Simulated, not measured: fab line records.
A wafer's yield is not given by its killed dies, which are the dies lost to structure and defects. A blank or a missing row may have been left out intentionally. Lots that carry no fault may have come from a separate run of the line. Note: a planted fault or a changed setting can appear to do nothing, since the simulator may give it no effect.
Which tool did it? -- flow sfqLine -- 41 wafers from 14 lots sampled at 2 of the route's 325 steps

WHAT EACH GAUGE READ, for each wafer
SFQ_M0_RS_MEAS_904: a four-point-probe measurement.
lot,measured,on,M0_NB_RS (ohm/sq)
L703,day 7 15:17,filmMetro-03,0.909 0.905 0.904
L704,day 7 23:49,filmMetro-03,0.890 0.893 0.890
L705,day 8 04:36,filmMetro-03,0.892 0.890 0.888
L706,day 8 08:59,filmMetro-03,0.902 0.909 0.902
L707,day 8 13:45,filmMetro-03,0.899 0.900 0.901
L710,day 9 01:45,filmMetro-03,0.904 0.898 0.897
L711,day 9 07:46,filmMetro-01,0.913 0.909 0.917
L712,day 9 15:01,filmMetro-02,0.902 0.899 0.888
L713,day 9 20:57,filmMetro-03,0.894 0.906 0.898
L714,day 10 00:34,filmMetro-03,2.091 2.173 0.904
L715,day 10 10:08,filmMetro-01,2.186 2.151
L724,day 13 02:34,filmMetro-03,0.890 0.887 0.886
L725,day 13 03:43,filmMetro-03,0.893 0.894 0.892
L726,day 13 05:34,filmMetro-02,0.899 0.891 0.891

WHAT TOOL EACH LOT RAN ON (gives the tool, then ch and the chambers of the sampled wafers, and finally the start)
lot,SFQ_TRILAYER_M0_DEP_SPUTTER_019
L703,"pvdSputter-06, day 7 15:11"
L704,"pvdSputter-06, day 7 23:43"
L705,"pvdSputter-05, day 8 04:31"
L706,"pvdSputter-05, day 8 08:53"
L707,"pvdSputter-03, day 8 13:40"
L710,"pvdSputter-05, day 9 01:40"
L711,"pvdSputter-06, day 9 07:40"
L712,"pvdSputter-06, day 9 14:52"
L713,"pvdSputter-06, day 9 20:52"
L714,"pvdSputter-06, day 10 00:28"
L715,"pvdSputter-06, day 10 10:02"
L724,"pvdSputter-05, day 13 02:26"
L725,"pvdSputter-03, day 13 03:37"
L726,"pvdSputter-05, day 13 05:25"
- SFQ_TRILAYER_M0_DEP_SPUTTER_019: material Nb, target thk 200 nm, time 133.3 s.

WHAT THE TOOLS THEMSELVES READ (means of the sampled wafers that have a number; where no wafer has one, the mark that the record gives instead)
SFQ_TRILAYER_M0_DEP_SPUTTER_019.
lot,tool,throttleValvePct (%)
L703,pvdSputter-06,29.4
L704,pvdSputter-06,29.3
L705,pvdSputter-05,29.1
L706,pvdSputter-05,29.9
L707,pvdSputter-03,30.3
L710,pvdSputter-05,30.5
L711,pvdSputter-06,29.7
L712,pvdSputter-06,29.2
L713,pvdSputter-06,29.4
L714,pvdSputter-06,29.3
L715,pvdSputter-06,29.1
L724,pvdSputter-05,31.5
L725,pvdSputter-03,30.5
L726,pvdSputter-05,29.3

THE ANSWER, worked out from the rows above alone
Rule: the lots themselves supply what counts as usual. Put in order of their means at a reading, lots are off if they are a third of the lots or fewer, leave a main group of 4 or more, and stand apart from it by a gap of 3 or more times the standard deviation of the main group's means; of several such gaps the widest counts. If all means in a main group match to the digits the tables above print for the reading, that group is not used. Also off: a lot with no number at a reading for which 4 or more lots have one. Where the step has rows for the other lots, those lots are counted as sound. After the gauges, taken in route order, come the tools' own readings; for these a lot's mean is taken, as printed above. At the first step where some lot is off, the reading lying furthest off is the one used; lots without a number count as furthest.
Off: L714, L715, seen at SFQ_M0_RS_MEAS_904 (M0_NB_RS). The main group: mean 0.898 ohm/sq, standard deviation 0.0071.
A tool fits if, at a process step before that reading, it ran every lot that is off, and no sound lot after the first of them. The gauges at SFQ_M0_RS_MEAS_904 are tried like those tools. One fits: SFQ_TRILAYER_M0_DEP_SPUTTER_019 on pvdSputter-06. A fault onset in the window from L713 (day 9 20:52, its last sound lot) to L714 (day 10 00:28, its first lot off) fits.

WHAT THE SIMULATOR PUT IN
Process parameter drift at SFQ_TRILAYER_M0_DEP_SPUTTER_019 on pvdSputter-06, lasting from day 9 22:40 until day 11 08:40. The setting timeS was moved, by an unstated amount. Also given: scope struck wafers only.
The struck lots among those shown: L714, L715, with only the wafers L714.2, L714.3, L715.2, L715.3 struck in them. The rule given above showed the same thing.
